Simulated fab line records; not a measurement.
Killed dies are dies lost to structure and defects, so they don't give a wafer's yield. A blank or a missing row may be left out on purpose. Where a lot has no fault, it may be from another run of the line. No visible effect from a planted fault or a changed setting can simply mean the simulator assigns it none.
Which of the tools did it? | flow sky130 | 13 lots with 39 wafers sampled at 4 steps, on a route of 708 steps

## WHAT THE GAUGES READ, wafer by wafer
SKY_METAL5_THK_MEAS_06: measures by xrf. Usual: METAL5_ALCU_THK gives 1144 nm (standard deviation 14).
lot  | measured     | on           | METAL5_ALCU_THK (nm) | flag
L355 | day 42 23:41 | filmMetro-02 | 1152 1158 1152       | 
L354 | day 43 04:30 | filmMetro-04 | 1135 1144 1143       | 
L357 | day 43 18:53 | filmMetro-03 | 1115 1115 1120       | 
L361 | day 44 21:46 | filmMetro-04 | 1159 1166 1156       | 
L362 | day 45 02:12 | filmMetro-03 | 1127 1131 1143       | 
L365 | day 45 23:26 | filmMetro-02 | 1157 1153 1153       | 
L366 | day 46 03:05 | filmMetro-03 | 1134 1123 1118       | 
L367 | day 46 19:58 | filmMetro-04 | 1138 1152 1138       | 
L369 | day 46 21:47 | filmMetro-02 | 1152 1144 1138       | 
L371 | day 47 04:04 | filmMetro-04 | 1153 1150 1161       | 
L372 | day 47 07:06 | filmMetro-04 | 1148 1155 1144       | 
L375 | day 48 04:32 | filmMetro-04 | 1158 1159 1144       | 
L376 | day 48 15:12 | filmMetro-04 | 1142 1144 1134       | 

## WHICH TOOL RAN EACH LOT (tool, then ch and the chambers of the sampled wafers, then the start)
lot  | SKY_POLY_GATE_STRIP_18              | SKY_VIA4_CMP_21               | SKY_METAL5_SPUTTER_04
L355 | plasmaAsher-03 ch 0,1, day 16 15:38 | cmp-01 ch 1,3, day 42 23:08   | pvdSputter-04, day 42 23:31
L354 | plasmaAsher-01 ch 0, day 16 15:59   | cmp-02 ch 0,3, day 43 03:55   | pvdSputter-02, day 43 04:20
L357 | plasmaAsher-02 ch 0,1, day 17 10:35 | cmp-01 ch 0,1,3, day 43 18:18 | pvdSputter-04, day 43 18:43
L361 | plasmaAsher-03 ch 0,1, day 18 23:28 | cmp-02 ch 0,1, day 44 21:08   | pvdSputter-02, day 44 21:35
L362 | plasmaAsher-02 ch 0,1, day 19 09:52 | cmp-01 ch 0,1,2, day 45 01:36 | pvdSputter-04, day 45 02:01
L365 | plasmaAsher-03 ch 0,1, day 20 11:08 | cmp-02 ch 0,1, day 45 22:48   | pvdSputter-01, day 45 23:13
L366 | plasmaAsher-02 ch 0,1, day 21 00:04 | cmp-02 ch 2,3, day 46 02:33   | pvdSputter-04, day 46 02:55
L367 | plasmaAsher-02 ch 0,1, day 21 10:46 | cmp-02 ch 0,2,3, day 46 19:29 | pvdSputter-04, day 46 19:48
L369 | plasmaAsher-03 ch 0,1, day 22 02:35 | cmp-01 ch 0,1,2, day 46 21:11 | pvdSputter-02, day 46 21:37
L371 | plasmaAsher-02 ch 0,1, day 22 13:14 | cmp-02 ch 0,1,2, day 47 03:29 | pvdSputter-01, day 47 03:53
L372 | plasmaAsher-03 ch 0,1, day 22 17:30 | cmp-02 ch 1,2, day 47 06:33   | pvdSputter-01, day 47 06:55
L375 | plasmaAsher-03 ch 0,1, day 23 23:53 | cmp-02 ch 0,1,3, day 48 04:05 | pvdSputter-01, day 48 04:21
L376 | plasmaAsher-02 ch 0,1, day 24 06:08 | cmp-02 ch 0,1,2, day 48 14:37 | pvdSputter-01, day 48 15:02
- SKY_POLY_GATE_STRIP_18: strips in O2/N2.
- SKY_VIA4_CMP_21: polishes, stops on SiO2, t overpolish 25 s, target thk 0 nm.
- SKY_METAL5_SPUTTER_04: material TiN, target thk 70 nm, time 58.3 s.

## AS READ BY THE TOOLS THEMSELVES (means over the sampled wafers that have a number; for cases with no such wafer, the mark the record gives instead)
SKY_POLY_GATE_STRIP_18. Usual: drypumpMotorCurrentA 5.7 A, standard deviation 0.52; oesProductAu 0.361 a.u., standard deviation 0.0047; stripTimeToEndpointS 3.160 s, standard deviation 0.027.
lot  | tool           | drypumpMotorCurrentA (A) | oesProductAu (a.u.) | stripTimeToEndpointS (s) | flag
L355 | plasmaAsher-03 | 5.6                      | 0.359               | 3.170                    | 
L354 | plasmaAsher-01 | 6.5                      | 0.355               | 3.153                    | 
L357 | plasmaAsher-02 | 5.6                      | 0.360               | 3.156                    | 
L361 | plasmaAsher-03 | 5.2                      | 0.363               | 3.143                    | 
L362 | plasmaAsher-02 | 5.4                      | 0.361               | 3.130                    | 
L365 | plasmaAsher-03 | 5.6                      | 0.353               | 3.177                    | 
L366 | plasmaAsher-02 | 5.4                      | 0.361               | 3.199                    | 
L367 | plasmaAsher-02 | 5.6                      | 0.357               | 3.186                    | 
L369 | plasmaAsher-03 | 5.6                      | 0.363               | 3.166                    | 
L371 | plasmaAsher-02 | 5.5                      | 0.365               | 3.173                    | 
L372 | plasmaAsher-03 | 5.2                      | 0.362               | 3.144                    | 
L375 | plasmaAsher-03 | 5.6                      | 0.358               | 3.133                    | 
L376 | plasmaAsher-02 | 5.6                      | 0.358               | 3.116                    | 

SKY_VIA4_CMP_21. Usual: motorCurrentA 11.0 A, standard deviation 0.86; overpolishRunS 25.000 s, standard deviation 0.0087; timeToEndpointS 125 s, standard deviation 3.
lot  | tool   | motorCurrentA (A) | overpolishRunS (s) | timeToEndpointS (s) | flag
L355 | cmp-01 | 10.4              | 24.996             | 130                 | 
L354 | cmp-02 | 10.8              | 24.997             | 123                 | 
L357 | cmp-01 | 10.8              | 25.001             | 123                 | 
L361 | cmp-02 | 11.8              | 25.004             | 127                 | 
L362 | cmp-01 | 10.4              | 25.003             | 125                 | 
L365 | cmp-02 | 10.9              | 25.003             | 122                 | 
L366 | cmp-02 | 11.1              | 25.004             | 121                 | 
L367 | cmp-02 | 10.7              | 25.002             | 124                 | 
L369 | cmp-01 | 10.5              | 25.004             | 121                 | 
L371 | cmp-02 | 11.6              | 24.997             | 124                 | 
L372 | cmp-02 | 10.9              | 25.001             | 124                 | 
L375 | cmp-02 | 11.3              | 25.003             | 126                 | 
L376 | cmp-02 | 10.9              | 25.001             | 123                 | 

SKY_METAL5_SPUTTER_04. Usual: 29.9 % for throttleValvePct, sd 1.2.
lot  | tool          | throttleValvePct (%) | flag
L355 | pvdSputter-04 | 29.3                 | 
L354 | pvdSputter-02 | 29.9                 | 
L357 | pvdSputter-04 | 29.6                 | 
L361 | pvdSputter-02 | 31.5                 | 
L362 | pvdSputter-04 | 29.0                 | 
L365 | pvdSputter-01 | 30.2                 | 
L366 | pvdSputter-04 | 29.5                 | 
L367 | pvdSputter-04 | 30.1                 | 
L369 | pvdSputter-02 | 30.5                 | 
L371 | pvdSputter-01 | 30.1                 | 
L372 | pvdSputter-01 | 29.5                 | 
L375 | pvdSputter-01 | 29.9                 | 
L376 | pvdSputter-01 | 29.6                 | 

## THE ANSWER, worked out from the rows above alone
Rule: take the mean of a lot's wafers that have a number; if it is more than 3 standard deviations from the usual mean, the lot is off. Also off: a lot with no number at a reading for which 4 or more lots have one. All remaining lots with rows at the step are treated as sound. First the gauges in route order, then the tools' own readings, where a lot's mean is used as printed above. At the first step where some lot is off, the reading lying furthest off is the one used; lots without a number count as furthest.
No lot is off at any reading shown: from this, nothing can be told.

## WHAT THE SIMULATOR HAD PUT IN
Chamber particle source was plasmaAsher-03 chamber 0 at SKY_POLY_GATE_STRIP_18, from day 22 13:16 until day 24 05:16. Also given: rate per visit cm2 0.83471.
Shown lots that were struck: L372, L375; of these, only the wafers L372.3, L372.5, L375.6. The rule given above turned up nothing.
